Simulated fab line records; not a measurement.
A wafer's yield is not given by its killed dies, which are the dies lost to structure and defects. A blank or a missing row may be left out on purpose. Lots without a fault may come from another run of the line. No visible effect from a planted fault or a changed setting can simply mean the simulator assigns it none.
Which of the tools did it?	flow gf180mcu	Sampling: 24 lots, 72 wafers, 3 of 602 route steps

== WHAT THE GAUGES READ, wafer by wafer ==
GF_V2_THK_MEAS_25: measures by xrf.
lot	measured	on	V2_W_THK (nm)
L074	day 20 09:13	film-metro-03	342 341 349
L075	day 20 16:21	film-metro-04	347 350 353
L076	day 21 03:47	film-metro-01	342 340 340
L077	day 21 16:29	film-metro-04	337 334 335
L078	day 21 23:42	film-metro-01	343 346 342
L079	day 22 09:45	film-metro-01	341 341 343
L080	day 22 20:11	film-metro-04	345 350 345
L081	day 23 05:30	film-metro-01	333 339 337
L082	day 23 14:15	film-metro-03	343 343 351
L083	day 24 03:01	film-metro-01	343 337 341
L084	day 24 10:02	film-metro-03	336 340 335
L085	day 24 11:23	film-metro-01	337 337 333
L086	day 24 20:53	film-metro-03	338 341 337
L087	day 25 06:06	film-metro-01	336 340 344
L088	day 25 15:08	film-metro-01	343 331 339
L089	day 25 21:57	film-metro-01	336 345 348
L090	day 26 02:20	film-metro-03	345 342 342
L091	day 26 06:38	film-metro-01	341 343 336
L092	day 26 12:50	film-metro-04	341 345 344
L093	day 26 23:13	film-metro-01	341 342 338
L094	day 27 07:21	film-metro-01	337 336 345
L095	day 27 12:09	film-metro-04	337 344 340
L096	day 27 16:17	film-metro-01	345 340 339
L097	day 28 00:14	film-metro-01	348 343 335

GF_M3_CD_MEAS_14: target cd 280 nm.
lot	measured	on	cd-nm (nm)
L074	day 21 09:30	cd-sem-02	279.6 280.1 280.3
L075	day 21 16:35	cd-sem-02	277.9 277.8 277.9
L076	day 22 03:41	cd-sem-02	279.7 280.0 281.3
L077	day 22 16:32	cd-sem-01	280.2 281.2 279.9
L078	day 22 23:35	cd-sem-01	278.9 279.1 280.1
L079	day 23 08:55	cd-sem-02	279.9 280.5 280.8
L080	day 23 19:38	cd-sem-01	280.8 280.3 281.2
L081	day 24 04:23	cd-sem-01	278.9 279.6 278.9
L082	day 24 12:43	cd-sem-01	280.6 279.1 278.9
L083	day 25 01:35	cd-sem-02	279.3 279.5 279.3
L084	day 25 07:41	cd-sem-01	279.8 281.0 280.2
L085	day 25 09:13	cd-sem-02	279.7 280.1 280.2
L086	day 25 19:07	cd-sem-01	280.5 279.0 280.4
L087	day 26 03:46	cd-sem-02	279.6 279.1 279.6
L088	day 26 12:49	cd-sem-01	279.5 279.1 279.6
L089	day 26 19:20	cd-sem-02	280.9 280.5 279.6
L090	day 26 23:17	cd-sem-02	279.7 278.7 280.2
L091	day 27 03:53	cd-sem-02	282.0 281.9 281.9
L092	day 27 10:13	cd-sem-02	279.0 278.8 278.7
L093	day 27 20:11	cd-sem-02	280.3 280.2 279.5
L094	day 28 03:59	cd-sem-02	279.7 280.2 279.8
L095	day 28 08:14	cd-sem-02	280.4 280.0 281.4
L096	day 28 12:13	cd-sem-01	279.9 278.7 279.6
L097	day 28 20:05	cd-sem-02	278.6 279.9 280.1

GF_V3_BOW_MEAS_05.
lot	measured	on	V3_BOW (um)
L074	day 21 10:53	film-metro-04	114 123 116
L075	day 21 18:06	film-metro-02	112 123 115
L076	day 22 05:14	film-metro-02	103 119 115
L077	day 22 17:55	film-metro-03	118 121 134
L078	day 23 00:58	film-metro-02	124 125 121
L079	day 23 10:25	film-metro-02	102 116 116
L080	day 23 21:09	film-metro-02	117 112 117
L081	day 24 05:56	film-metro-04	125 120 121
L082	day 24 14:06	film-metro-03	130 116 119
L083	day 25 02:58	film-metro-04	119 108 124
L084	day 25 09:04	film-metro-02	102 96 113
L085	day 25 10:36	film-metro-02	127 128 124
L086	day 25 20:32	film-metro-04	132 111 120
L087	day 26 05:16	film-metro-03	119 105 120
L088	day 26 14:13	film-metro-03	124 125 114
L089	day 26 20:43	film-metro-03	106 110 114
L090	day 27 00:40	film-metro-02	119 101 106
L091	day 27 05:16	film-metro-02	121 129 105
L092	day 27 11:35	film-metro-04	111 107 118
L093	day 27 21:35	film-metro-03	112 109 109
L094	day 28 05:28	film-metro-03	120 105 116
L095	day 28 09:39	film-metro-02	130 123 108
L096	day 28 13:35	film-metro-02	120 112 123
L097	day 28 21:41	film-metro-03	116 98 113

== WHAT TOOL EACH LOT RAN ON (gives the tool, then ch and the chambers of the sampled wafers, and finally the start) ==
Before these readings, the record contains no process step.

== AS READ BY THE TOOLS THEMSELVES (means over the sampled wafers that have a number; for cases with no such wafer, the mark the record gives instead) ==
The record holds no such reading with a usual standard deviation.

== THE ANSWER, worked out from the rows above alone ==
Rule: usual is defined by the lots themselves. Put in order of their means at a reading, lots are off if they are a third of the lots or fewer, leave a main group of 4 or more, and stand apart from it by a gap of 3 or more times the standard deviation of the main group's means; of several such gaps the widest counts. A main group is skipped when, at the precision printed for the reading in the tables above, its means are all equal. A lot without any number at a reading at which 4 lots or more have one is off too. All remaining lots with rows at the step are treated as sound. After the gauges, taken in route order, come the tools' own readings; for these a lot's mean is taken, as printed above. The first step at which some lot is off is used, and at that step the reading that is off furthest; a lot without a number counts as furthest.
Across all readings shown, no lot is off: no conclusion can be drawn from this.

== WHAT THE SIMULATOR PUT IN ==
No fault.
